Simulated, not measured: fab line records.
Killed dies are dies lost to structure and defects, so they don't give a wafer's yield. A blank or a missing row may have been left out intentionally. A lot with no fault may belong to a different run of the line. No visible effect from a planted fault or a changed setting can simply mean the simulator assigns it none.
Which tool was responsible? | flow gf180mcu | 36 wafers from 12 lots sampled at 5 of the route's 602 steps

## WHAT THE GAUGES SHOWED, per wafer
GF_M3_OVL_MEAS_15.
lot  | measured     | on         | M3_OVL (nm)
L633 | day 21 16:43 | overlay-02 | -1 -4 -8
L634 | day 22 01:38 | overlay-02 | -1 0 2
L637 | day 23 06:16 | overlay-02 | -9 -8 -2
L639 | day 23 22:22 | overlay-02 | -12 -17 -14
L641 | day 24 20:32 | overlay-02 | 6 2 8
L643 | day 25 11:52 | overlay-01 | -5 -6 -3
L647 | day 26 11:22 | overlay-02 | -3 2 -5
L649 | day 27 08:16 | overlay-02 | -5 2 -7
L650 | day 27 10:47 | overlay-02 | -2 0 2
L651 | day 27 20:41 | overlay-02 | 1 4 2
L654 | day 28 10:22 | overlay-02 | -11 -6 -20
L655 | day 29 02:01 | overlay-01 | -9 -8 -9

GF_V3_THK_MEAS_01.
lot  | measured     | on            | V3_CVD_00_THK (nm)
L633 | day 21 17:29 | film_metro-02 | 601 596 595
L634 | day 22 02:25 | film_metro-01 | 610 607 603
L637 | day 23 07:04 | film_metro-01 | 602 601 601
L639 | day 23 23:10 | film_metro-04 | 603 598 596
L641 | day 24 21:19 | film_metro-04 | 592 595 601
L643 | day 25 12:38 | film_metro-01 | 613 607 617
L647 | day 26 12:22 | film_metro-01 | 590 598 599
L649 | day 27 09:04 | film_metro-04 | 595 595 597
L650 | day 27 11:34 | film_metro-01 | 598 593 601
L651 | day 27 21:32 | film_metro-04 | 612 605 610
L654 | day 28 11:16 | film_metro-01 | 603 605 606
L655 | day 29 02:47 | film_metro-04 | 600 607 603

GF_V3_THK_MEAS_03.
lot  | measured     | on            | V3_CVD_02_THK (nm)
L633 | day 21 17:37 | film_metro-04 | 836 833 846
L634 | day 22 02:32 | film_metro-04 | 815 836 853
L637 | day 23 07:12 | film_metro-01 | 837 857 853
L639 | day 23 23:18 | film_metro-01 | 931 915 935
L641 | day 24 21:27 | film_metro-01 | 936 959 946
L643 | day 25 12:46 | film_metro-04 | 847 855 873
L647 | day 26 12:30 | film_metro-04 | 856 847 868
L649 | day 27 09:12 | film_metro-02 | 829 824 831
L650 | day 27 11:41 | film_metro-04 | 832 833 843
L651 | day 27 21:40 | film_metro-01 | 852 856 865
L654 | day 28 11:24 | film_metro-04 | 842 843 860
L655 | day 29 02:55 | film_metro-02 | 856 860 856

## WHAT TOOL EACH LOT RAN ON (gives the tool, then ch and the chambers of the sampled wafers, and finally the start)
lot  | GF_M3_STRIP_17                       | GF_V3_CVD_02
L633 | plasma_asher-02 ch 0,1, day 21 16:53 | pecvd-04 ch 0,1,2, day 21 17:33
L634 | plasma_asher-04 ch 0,1, day 22 01:49 | pecvd-02 ch 0,1,2, day 22 02:28
L637 | plasma_asher-02 ch 0,1, day 23 06:26 | pecvd-02 ch 1,2, day 23 07:08
L639 | plasma_asher-04 ch 0,1, day 23 22:32 | pecvd-02 ch 0,1, day 23 23:14
L641 | plasma_asher-03 ch 0,1, day 24 20:43 | pecvd-02 ch 0,1,2, day 24 21:23
L643 | plasma_asher-02 ch 0,1, day 25 12:02 | pecvd-04 ch 0,1, day 25 12:42
L647 | plasma_asher-04 ch 0,1, day 26 11:40 | pecvd-03 ch 0,1,2, day 26 12:26
L649 | plasma_asher-02 ch 0,1, day 27 08:26 | pecvd-04 ch 1,2, day 27 09:08
L650 | plasma_asher-03 ch 0, day 27 10:56   | pecvd-04 ch 1,2, day 27 11:37
L651 | plasma_asher-03 ch 0,1, day 27 20:52 | pecvd-03 ch 0,2, day 27 21:35
L654 | plasma_asher-03 ch 0,1, day 28 10:32 | pecvd-03 ch 0,1,2, day 28 11:19
L655 | plasma_asher-02 ch 0,1, day 29 02:11 | pecvd-03 ch 0,1,2, day 29 02:51
- GF_M3_STRIP_17: strips in O2/N2.
- GF_V3_CVD_02: deposits SiO2 from TEOS, target thk 850 nm, time 94.851 s.

## AS READ BY THE TOOLS THEMSELVES (means over the sampled wafers that have a number; for cases with no such wafer, the mark the record gives instead)
GF_M3_STRIP_17.
lot  | tool            | drypump_motor_current_A (A) | heater_power_w (W) | oes_product_au (a.u.) | strip_time_to_endpoint_s (s)
L633 | plasma_asher-02 | 5.9                         | 332                | 0.540                 | 7.40
L634 | plasma_asher-04 | 6.1                         | 357                | 0.533                 | 7.40
L637 | plasma_asher-02 | 6.3                         | 328                | 0.539                 | 7.44
L639 | plasma_asher-04 | 6.1                         | 367                | 0.537                 | 7.41
L641 | plasma_asher-03 | 5.0                         | 308                | 0.534                 | 7.38
L643 | plasma_asher-02 | 6.3                         | 333                | 0.539                 | 7.37
L647 | plasma_asher-04 | 6.1                         | 344                | 0.540                 | 7.41
L649 | plasma_asher-02 | 6.3                         | 331                | 0.540                 | 7.34
L650 | plasma_asher-03 | 5.2                         | 280                | 0.537                 | 7.37
L651 | plasma_asher-03 | 5.0                         | 306                | 0.539                 | 7.36
L654 | plasma_asher-03 | 5.0                         | 309                | 0.543                 | 7.42
L655 | plasma_asher-02 | 5.8                         | 332                | 0.535                 | 7.36

GF_V3_CVD_02.
lot  | tool     | heater_power_w (W)
L633 | pecvd-04 | 625
L634 | pecvd-02 | 667
L637 | pecvd-02 | 792
L639 | pecvd-02 | 642
L641 | pecvd-02 | 710
L643 | pecvd-04 | 566
L647 | pecvd-03 | 743
L649 | pecvd-04 | 699
L650 | pecvd-04 | 643
L651 | pecvd-03 | 700
L654 | pecvd-03 | 698
L655 | pecvd-03 | 693

## THE ANSWER, worked out from the rows above alone
Rule: the usual values come from the lots themselves. Put in order of their means at a reading, lots are off if they are a third of the lots or fewer, leave a main group of 4 or more, and stand apart from it by a gap of 3 or more times the standard deviation of the main group's means; of several such gaps the widest counts. Not used: any main group whose means are identical at the precision the tables above print for the reading. Also off: a lot with no number at a reading for which 4 or more lots have one. Any other lot the step has rows for is counted as sound. First the gauges in route order, then the tools' own readings, where a lot's mean is used as printed above. At the first step where some lot is off, the reading lying furthest off is the one used; lots without a number count as furthest.
Off: at GF_V3_THK_MEAS_03 (V3_CVD_02_THK), L639, L641. For the main group the mean is 846 nm and the standard deviation 11.
A tool fits if, at a process step before that reading, it ran every lot that is off, and no sound lot after the first of them. The gauges at GF_V3_THK_MEAS_03 are tried like those tools. One fits: GF_V3_CVD_02 on pecvd-02. Its last sound lot is L637 (day 23 07:08), its first lot that is off L639 (day 23 23:14): a fault that began between those two fits.

## WHAT HAD BEEN PUT IN BY THE SIMULATOR
Process parameters drifting: pecvd-02 at GF_V3_CVD_02, beginning at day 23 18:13. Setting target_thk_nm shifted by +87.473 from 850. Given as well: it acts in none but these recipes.
Shown lots that were struck: L639, L641. Same finding as the rule above.
